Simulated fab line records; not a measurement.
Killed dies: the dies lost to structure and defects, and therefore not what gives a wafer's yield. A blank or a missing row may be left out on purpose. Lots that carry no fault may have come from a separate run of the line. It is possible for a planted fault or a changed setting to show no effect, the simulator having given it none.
fab line records + flow gf180mcu
record:
- lots: 12
- wafers: 33
- last-day: 34
route steps=602 shown DUAL_GATE@147 HV_LDD@231 M1@320
lots with no fault: from the same line, run without faults
start-h: hours from the record's first day to the start of the lot's first wafer shown + wait-h: hours from the lot's prior step to this one + " unchanged from the row above + L1.1+2: a row that stands for several wafers + - either no value or no given start + * or withheld: withheld + < > ~ a bound
route shown NAME@n: names a module that has steps shown in the file, with the first one's number in the route + usual: the fault-free wafers' mean and standard deviation + same: alike in all rows + chamber/n: place in a boat + sites: per-site readings + _std_site: standard deviation of those values + _edge_site: mean of outer sites minus mean of inner sites + radius-mm: for every site, how far away it sits from the centre of the wafer + mask NAME#n: copy n + behind: the last tool/chamber to shape the wafer + hold: why the lot was held/for how many hours/how that ended + device: the transistor (n, p or np) that didn't switch + end of line: the same wafers' tests at the end of the route + where a step has no rows: the recipe by itself + killed: the dies lost at the first sort to structure and to defects; this is not the yield of the wafer + map: a wafer's dies, x killed, . not, _ none there
set.NAME: the setting as run; set.NAME@STEP: as run at that earlier step + model.NAME: the simulator's own value behind a step, which no gauge read
route steps across a sampled set of lots; one table per step, one row per wafer
services: a tool's chamber out of use, with start hour (start-h, from the record's first day; less than 0 if before it), hours out, and reason
== steps ==
step: GF_DUAL_GATE_COAT_06
recipe:
- resist: NOVOLAK
- spin-rpm: 3000
- resist-thk-nm: 1000
usual:
- chill-plate-temp-C: 23.00/0.12
| lot.wafer | tool           | chamber | start-h | wait-h | chill-plate-temp-C |
|-----------|----------------|---------|---------|--------|--------------------|
| L351.1    | litho-track-02 | 0       | 170.56  | 0.1    | 23.07              |
| L351.5    | "              | 0       | "       | "      | 22.99              |
| L352.2    | litho-track-03 | 0       | 175.40  | 0.1    | 23.14              |
| L352.3    | "              | 0       | "       | "      | 23.03              |
| L352.4    | "              | 0       | "       | "      | 23.04              |
| L353.3    | litho-track-03 | 0       | 181.68  | 0.1    | 23.04              |
| L353.4    | "              | 0       | "       | "      | 22.75              |
| L353.5    | "              | 0       | "       | "      | 22.93              |
| L354.2    | litho-track-02 | 0       | 187.83  | 0.1    | 23.00              |
| L354.3    | "              | 0       | "       | "      | 23.01              |
| L354.6    | "              | 0       | "       | "      | 22.96              |
| L355.1    | litho-track-01 | 0       | 196.81  | 0.1    | 22.92              |
| L355.2    | "              | 0       | "       | "      | 22.84              |
| L355.4    | "              | 0       | "       | "      | 22.91              |
| L356.1    | litho-track-02 | 0       | 201.36  | 0.1    | 22.98              |
| L356.4    | "              | 0       | "       | "      | 23.02              |
| L356.5    | "              | 0       | "       | "      | 23.05              |
| L357.1    | litho-track-01 | 0       | 209.16  | 0.1    | 23.13              |
| L357.5    | "              | 0       | "       | "      | 23.25              |
| L357.6    | "              | 0       | "       | "      | 23.14              |
| L366.1    | litho-track-01 | 0       | 269.86  | 0.1    | 23.06              |
| L366.2    | "              | 0       | "       | "      | 23.19              |
| L366.6    | "              | 0       | "       | "      | 23.17              |
| L367.2    | litho-track-01 | 0       | 275.09  | 0.1    | 22.76              |
| L367.3    | "              | 0       | "       | "      | 22.89              |
| L367.6    | "              | 0       | "       | "      | 22.84              |
| L371.1    | litho-track-03 | 0       | 304.18  | 0.1    | 23.22              |
| L371.4    | "              | 0       | "       | "      | 23.23              |
| L372.3    | litho-track-02 | 0       | 309.61  | 0.1    | 22.93              |
| L372.5    | "              | 0       | "       | "      | 22.96              |
| L372.6    | "              | 0       | "       | "      | 23.15              |
| L373.4    | litho-track-02 | 0       | 317.83  | 0.1    | 23.04              |
| L373.5    | "              | 0       | "       | "      | 23.15              |
step: GF_DUAL_GATE_STRIP_13
recipe:
- chemistry: O2/N2
- power-w: 1400
- pressure-mtorr: 1500
- platen-temp-c: 250
- o2-flow-sccm: 3000
- n2-flow-sccm: 300
- overash-fraction: 0.5
usual:
- drypump-motor-current-A: 5.9/0.44
- heater-power-w: 321/24
- oes-product-au: 0.715/0.0047
- strip-time-to-endpoint-s: 12.64/0.031
| lot.wafer | tool            | chamber | start-h | wait-h | drypump-motor-current-A | heater-power-w | oes-product-au | rf-hours-counter-h | strip-time-to-endpoint-s |
|-----------|-----------------|---------|---------|--------|-------------------------|----------------|----------------|--------------------|--------------------------|
| L351.1    | plasma-asher-01 | 1       | 178.38  | 0.0    | 6.5                     | 306            | 0.720          | 7                  | 12.62                    |
| L351.5    | "               | 1       | "       | "      | 6.6                     | 305            | 0.711          | -                  | 12.64                    |
| L352.2    | plasma-asher-02 | 1       | 184.54  | 0.0    | 5.7                     | 352            | 0.715          | 41                 | 12.66                    |
| L352.3    | "               | 0       | "       | "      | 6.2                     | 354            | 0.722          | -                  | 12.65                    |
| L352.4    | "               | 1       | "       | "      | 5.7                     | 349            | 0.725          | -                  | 12.64                    |
| L353.3    | plasma-asher-02 | 0       | 190.93  | 0.0    | 6.2                     | 362            | 0.720          | -                  | 12.59                    |
| L353.4    | "               | 1       | "       | "      | 5.7                     | 350            | 0.715          | -                  | 12.60                    |
| L353.5    | "               | 1       | "       | "      | 5.7                     | 341            | 0.701          | -                  | 12.61                    |
| L354.2    | plasma-asher-02 | 1       | 196.63  | 0.0    | 5.7                     | 350            | 0.716          | 42                 | 12.66                    |
| L354.3    | "               | 0       | "       | "      | 6.3                     | 353            | 0.714          | -                  | 12.70                    |
| L354.6    | "               | 0       | "       | "      | 6.3                     | 368            | 0.719          | -                  | 12.66                    |
| L355.1    | plasma-asher-02 | 0       | 206.17  | 0.0    | 6.2                     | 357            | 0.711          | 43                 | 12.65                    |
| L355.2    | "               | 1       | "       | "      | 5.7                     | 351            | 0.710          | 43                 | 12.68                    |
| L355.4    | "               | 0       | "       | "      | 6.3                     | 349            | 0.710          | -                  | 12.67                    |
| L356.1    | plasma-asher-04 | 1       | 210.14  | 0.0    | 5.2                     | 281            | 0.716          | 54                 | 12.61                    |
| L356.4    | "               | 0       | "       | "      | 5.5                     | 333            | 0.716          | -                  | 12.63                    |
| L356.5    | "               | 0       | "       | "      | 5.5                     | 330            | 0.715          | -                  | 12.60                    |
| L357.1    | plasma-asher-04 | 0       | 218.18  | 0.0    | 5.5                     | 333            | 0.717          | 55                 | 12.62                    |
| L357.5    | "               | 0       | "       | "      | 5.5                     | 334            | 0.714          | -                  | 12.67                    |
| L357.6    | "               | 1       | "       | "      | 5.2                     | 283            | 0.725          | -                  | 12.65                    |
| L366.1    | plasma-asher-01 | 1       | 279.63  | 0.0    | 6.6                     | 305            | 0.719          | 18                 | 13.44                    |
| L366.2    | "               | 0       | "       | "      | 5.8                     | 314            | 0.712          | 18                 | 13.47                    |
| L366.6    | "               | 1       | "       | "      | 6.5                     | 318            | 0.714          | -                  | 13.45                    |
| L367.2    | plasma-asher-01 | 1       | 285.17  | 0.0    | 6.6                     | 302            | 0.715          | 19                 | 13.43                    |
| L367.3    | "               | 0       | "       | "      | 5.8                     | 309            | 0.716          | -                  | 13.46                    |
| L367.6    | "               | 1       | "       | "      | 6.6                     | 313            | 0.721          | -                  | 13.44                    |
| L371.1    | plasma-asher-02 | 1       | 315.19  | 0.0    | 5.7                     | 359            | 0.715          | 52                 | 12.65                    |
| L371.4    | "               | 0       | "       | "      | 6.3                     | 361            | 0.716          | -                  | 12.66                    |
| L372.3    | plasma-asher-04 | 0       | 319.76  | 0.0    | 5.5                     | 329            | 0.715          | -                  | 12.64                    |
| L372.5    | "               | 0       | "       | "      | 5.5                     | 329            | 0.712          | -                  | 12.66                    |
| L372.6    | "               | 1       | "       | "      | 5.3                     | 278            | 0.715          | -                  | 12.65                    |
| L373.4    | plasma-asher-02 | 0       | 328.36  | 0.0    | 6.2                     | 361            | 0.717          | -                  | 12.65                    |
| L373.5    | "               | 0       | "       | "      | 6.2                     | 356            | 0.729          | -                  | 12.62                    |
step: GF_HV_LDD_THK_MEAS_55
recipe:
- reads: SiO2_of_HV_LDD_CVD_54
usual:
- HV_LDD_CVD_54_THK: 9.93/0.13
| lot.wafer | tool          | chamber | start-h | wait-h | HV_LDD_CVD_54_THK[nm] |
|-----------|---------------|---------|---------|--------|-----------------------|
| L351.1    | film-metro-02 | -       | 277.33  | 0.0    | 9.75                  |
| L351.5    | "             | -       | "       | "      | 9.70                  |
| L352.2    | film-metro-02 | -       | 283.70  | 0.0    | 10.11                 |
| L352.3    | "             | -       | "       | "      | 10.15                 |
| L352.4    | "             | -       | "       | "      | 10.07                 |
| L353.3    | film-metro-03 | -       | 293.13  | 0.0    | 9.86                  |
| L353.4    | "             | -       | "       | "      | 9.93                  |
| L353.5    | "             | -       | "       | "      | 9.87                  |
| L354.2    | film-metro-01 | -       | 297.57  | 0.0    | 9.93                  |
| L354.3    | "             | -       | "       | "      | 10.17                 |
| L354.6    | "             | -       | "       | "      | 10.00                 |
| L355.1    | film-metro-03 | -       | 307.43  | 0.0    | 10.01                 |
| L355.2    | "             | -       | "       | "      | 10.14                 |
| L355.4    | "             | -       | "       | "      | 10.03                 |
| L356.1    | film-metro-01 | -       | 314.86  | 0.0    | 10.03                 |
| L356.4    | "             | -       | "       | "      | 10.02                 |
| L356.5    | "             | -       | "       | "      | 10.25                 |
| L357.1    | film-metro-01 | -       | 324.58  | 0.0    | 9.96                  |
| L357.5    | "             | -       | "       | "      | 9.95                  |
| L357.6    | "             | -       | "       | "      | 9.95                  |
| L366.1    | film-metro-03 | -       | 392.13  | 0.0    | 9.97                  |
| L366.2    | "             | -       | "       | "      | 9.84                  |
| L366.6    | "             | -       | "       | "      | 9.88                  |
| L367.2    | film-metro-01 | -       | 398.32  | 0.0    | 9.97                  |
| L367.3    | "             | -       | "       | "      | 10.04                 |
| L367.6    | "             | -       | "       | "      | 9.95                  |
| L371.1    | film-metro-02 | -       | 435.44  | 0.0    | 9.73                  |
| L371.4    | "             | -       | "       | "      | 9.79                  |
| L372.3    | film-metro-03 | -       | 439.86  | 0.0    | 9.76                  |
| L372.5    | "             | -       | "       | "      | 9.80                  |
| L372.6    | "             | -       | "       | "      | 9.75                  |
| L373.4    | film-metro-01 | -       | 452.22  | 0.0    | 10.00                 |
| L373.5    | "             | -       | "       | "      | 9.99                  |
step: GF_M1_RS_MEAS_05
recipe:
- thk-meas-gauge: four-point-probe
- reads: TiN_of_M1_SPUTTER_04+Ti_of_M1_SPUTTER_03+AlCu_of_M1_SPUTTER_02+TiN_of_M1_SPUTTER_01+Ti_of_M1_SPUTTER_00
usual:
- M1_ALCU_RS: 0.0700/0.00096
| lot.wafer | tool          | chamber | start-h | wait-h | M1_ALCU_RS[ohm/sq] |
|-----------|---------------|---------|---------|--------|--------------------|
| L351.1    | film-metro-04 | -       | 365.88  | 0.0    | 0.0702             |
| L351.5    | "             | -       | "       | "      | 0.0696             |
| L352.2    | film-metro-04 | -       | 374.59  | 0.0    | 0.0701             |
| L352.3    | "             | -       | "       | "      | 0.0702             |
| L352.4    | "             | -       | "       | "      | 0.0704             |
| L353.3    | film-metro-04 | -       | 385.91  | 0.1    | 0.0684             |
| L353.4    | "             | -       | "       | "      | 0.0692             |
| L353.5    | "             | -       | "       | "      | 0.0696             |
| L354.2    | film-metro-04 | -       | 390.69  | 0.0    | 0.0686             |
| L354.3    | "             | -       | "       | "      | 0.0682             |
| L354.6    | "             | -       | "       | "      | 0.0685             |
| L355.1    | film-metro-04 | -       | 398.86  | 0.0    | 0.0696             |
| L355.2    | "             | -       | "       | "      | 0.0698             |
| L355.4    | "             | -       | "       | "      | 0.0696             |
| L356.1    | film-metro-03 | -       | 407.43  | 0.0    | 0.0699             |
| L356.4    | "             | -       | "       | "      | 0.0700             |
| L356.5    | "             | -       | "       | "      | 0.0696             |
| L357.1    | film-metro-01 | -       | 418.74  | 0.0    | 0.0704             |
| L357.5    | "             | -       | "       | "      | 0.0713             |
| L357.6    | "             | -       | "       | "      | 0.0711             |
| L366.1    | film-metro-03 | -       | 492.97  | 0.0    | 0.0705             |
| L366.2    | "             | -       | "       | "      | 0.0713             |
| L366.6    | "             | -       | "       | "      | 0.0706             |
| L367.2    | film-metro-01 | -       | 497.72  | 0.0    | 0.0692             |
| L367.3    | "             | -       | "       | "      | 0.0710             |
| L367.6    | "             | -       | "       | "      | 0.0709             |
| L371.1    | film-metro-01 | -       | 536.91  | 0.0    | 0.0706             |
| L371.4    | "             | -       | "       | "      | 0.0695             |
| L372.3    | film-metro-04 | -       | 540.20  | 0.1    | 0.0713             |
| L372.5    | "             | -       | "       | "      | 0.0709             |
| L372.6    | "             | -       | "       | "      | 0.0706             |
| L373.4    | film-metro-03 | -       | 551.77  | 0.1    | 0.0696             |
| L373.5    | "             | -       | "       | "      | 0.0677             |
step: GF_M1_METAL_ETCH_16
recipe:
- chemistry: Cl2/BCl3
- mask-material: KrF
- target-depth-nm: 750.8
- stop-on: SiO2
- pressure-mtorr: 8
- icp-w: 800
- bias-w: 140
- Cl2_flow_sccm: 80
- bcl3-flow-sccm: 40
- time-s: 125.1
usual:
- drypump-motor-current-A: 5.9/0.39
- oes-product-au: 0.986/0.0084
- rf-fwd-power-W: 796.7/2.7
- throttle-valve-pct: 28.233/0.011
same:
- time-s: 125.1
| lot.wafer | tool         | chamber | start-h | wait-h | drypump-motor-current-A | oes-product-au | rf-fwd-power-W | rf-hours-counter-h | throttle-valve-pct |
|-----------|--------------|---------|---------|--------|-------------------------|----------------|----------------|--------------------|--------------------|
| L351.1    | rie-metal-01 | 1       | 388.32  | 0.0    | 6.5                     | 0.995          | 795.2          | 10                 | 28.210             |
| L351.5    | "            | 1       | "       | "      | 6.5                     | 0.991          | 796.8          | -                  | 28.212             |
| L352.2    | rie-metal-03 | 1       | 396.42  | 0.1    | 5.4                     | 0.983          | 792.7          | -                  | 28.235             |
| L352.3    | "            | 1       | "       | "      | 5.4                     | 0.984          | 796.3          | -                  | 28.227             |
| L352.4    | "            | 1       | "       | "      | 5.4                     | 0.988          | 795.6          | -                  | 28.227             |
| L353.3    | rie-metal-01 | 1       | 408.11  | 0.1    | 6.5                     | 0.998          | 793.4          | -                  | 28.237             |
| L353.4    | "            | 0       | "       | "      | 5.3                     | 0.987          | 795.1          | -                  | 28.241             |
| L353.5    | "            | 0       | "       | "      | 5.3                     | 0.985          | 798.6          | -                  | 28.240             |
| L354.2    | rie-metal-03 | 1       | 412.88  | 0.0    | 5.4                     | 0.987          | 796.5          | 5                  | 28.225             |
| L354.3    | "            | 0       | "       | "      | 5.7                     | 0.987          | 794.6          | -                  | 28.235             |
| L354.6    | "            | 1       | "       | "      | 5.4                     | 0.991          | 794.0          | -                  | 28.219             |
| L355.1    | rie-metal-03 | 1       | 421.66  | 0.0    | 5.4                     | 0.979          | 800.2          | 5                  | 28.215             |
| L355.2    | "            | 0       | "       | "      | 5.7                     | 0.981          | 794.1          | 0                  | 28.245             |
| L355.4    | "            | 0       | "       | "      | 5.7                     | 0.972          | 794.7          | -                  | 28.246             |
| L356.1    | rie-metal-02 | 0       | 431.45  | 0.0    | 6.2                     | 0.992          | 798.2          | 2                  | 28.230             |
| L356.4    | "            | 0       | "       | "      | 6.2                     | 0.991          | 797.2          | -                  | 28.233             |
| L356.5    | "            | 1       | "       | "      | 5.7                     | 0.993          | 799.9          | -                  | 28.219             |
| L357.1    | rie-metal-03 | 0       | 443.46  | 0.0    | 5.7                     | 0.975          | 794.0          | 1                  | 28.255             |
| L357.5    | "            | 0       | "       | "      | 5.7                     | 0.976          | 796.8          | -                  | 28.248             |
| L357.6    | "            | 0       | "       | "      | 5.7                     | 0.978          | 795.1          | -                  | 28.242             |
| L366.1    | rie-metal-01 | 1       | 517.46  | 0.0    | 6.5                     | 0.994          | 802.2          | 13                 | 28.240             |
| L366.2    | "            | 1       | "       | "      | 6.5                     | 0.990          | 796.5          | -                  | 28.220             |
| L366.6    | "            | 1       | "       | "      | 6.4                     | 0.986          | 798.8          | -                  | 28.224             |
| L367.2    | rie-metal-01 | 1       | 521.22  | 0.1    | 6.5                     | 0.997          | 796.5          | -                  | 28.216             |
| L367.3    | "            | 1       | "       | "      | 6.4                     | 0.997          | 791.7          | -                  | 28.218             |
| L367.6    | "            | 1       | "       | "      | 6.4                     | 0.998          | 792.5          | -                  | 28.222             |
| L371.1    | rie-metal-03 | 1       | 559.31  | 0.0    | 5.4                     | 0.978          | 796.3          | 7                  | 28.224             |
| L371.4    | "            | 0       | "       | "      | 5.7                     | 0.971          | 796.8          | -                  | 28.234             |
| L372.3    | rie-metal-02 | 0       | 563.12  | 0.1    | 6.2                     | 0.982          | 798.1          | -                  | 28.244             |
| L372.5    | "            | 1       | "       | "      | 5.7                     | 0.989          | 793.2          | -                  | 28.226             |
| L372.6    | "            | 0       | "       | "      | 6.2                     | 0.988          | 793.6          | -                  | 28.242             |
| L373.4    | rie-metal-02 | 1       | 573.66  | 0.1    | 5.7                     | 0.987          | 801.4          | -                  | 28.238             |
| L373.5    | "            | 0       | "       | "      | 6.2                     | 0.990          | 792.0          | -                  | 28.223             |
== services ==
| tool            | chamber | start-h | hours | kind           |
|-----------------|---------|---------|-------|----------------|
| rie-metal-03    | 1       | 186.22  | -     | clean          |
| rie-metal-03    | 1       | 186.22  | 12.6  | scheduled-down |
| rie-metal-03    | 1       | 186.22  | 12.6  | vent-cycle     |
| rie-metal-01    | 1       | 227.98  | 15.3  | repair         |
| plasma-asher-04 | -       | 256.14  | 12.0  | repair         |
| plasma-asher-01 | -       | 256.35  | 0.7   | repair         |
| plasma-asher-02 | -       | 269.59  | 23.2  | repair         |
| plasma-asher-04 | -       | 272.31  | 3.5   | repair         |
| rie-metal-03    | -       | 275.40  | 0.5   | repair         |
| plasma-asher-02 | -       | 292.77  | 4.9   | pm             |
| rie-metal-01    | 1       | 302.08  | 13.0  | repair         |
| plasma-asher-02 | -       | 324.30  | 2.4   | repair         |
| plasma-asher-02 | -       | 381.37  | 5.9   | repair         |
| rie-metal-02    | 1       | 385.74  | 29.1  | repair         |
| plasma-asher-02 | -       | 387.23  | 2.8   | pm             |
| rie-metal-03    | 0       | 394.67  | -     | clean          |
| plasma-asher-04 | -       | 421.25  | 9.0   | pm             |
| rie-metal-03    | 1       | 429.97  | 73.6  | repair         |
| rie-metal-01    | -       | 471.82  | 0.3   | repair         |
| plasma-asher-04 | -       | 497.82  | 2.8   | pm             |
| rie-metal-01    | 0       | 511.16  | 11.0  | repair         |
| rie-metal-03    | -       | 553.69  | 0.4   | repair         |
| rie-metal-03    | -       | 561.50  | 0.6   | repair         |
| rie-metal-03    | -       | 572.89  | 0.2   | repair         |
== key ==
first-sign:
- step: GF_DUAL_GATE_STRIP_13
- reading: strip-time-to-endpoint-s
- direction: up
- sigmas: 26
- usual: *
- struck: *
effect none on later readings
met-at GF_DUAL_GATE_COAT_06
struck-lots L366,L367
tester-left-out L366,L367
not-acting-at GF_HV_LDD_THK_MEAS_55,GF_M1_RS_MEAS_05,GF_M1_METAL_ETCH_16
onset-between 209.16 269.86
also-fits GF_DUAL_GATE_STRIP_13:plasma-asher-01
fault:
- kind: process-parameter-drift
- tool: litho-track-01
- chamber: -
- onset-h: 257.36
- steps: GF_DUAL_GATE_COAT_06
- channel: resist-thk-nm
- offset: *
- shape: step
- end-h: 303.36
- acts-in: *
- stated: *
tester-left-out: of these lots the tester's yield and bins aren't shown, on N5 and GAA mostly nor the transistor test; their killed dies are dies lost to structure and defects alone, not to doping, threshold or leakage, so they don't give the yield
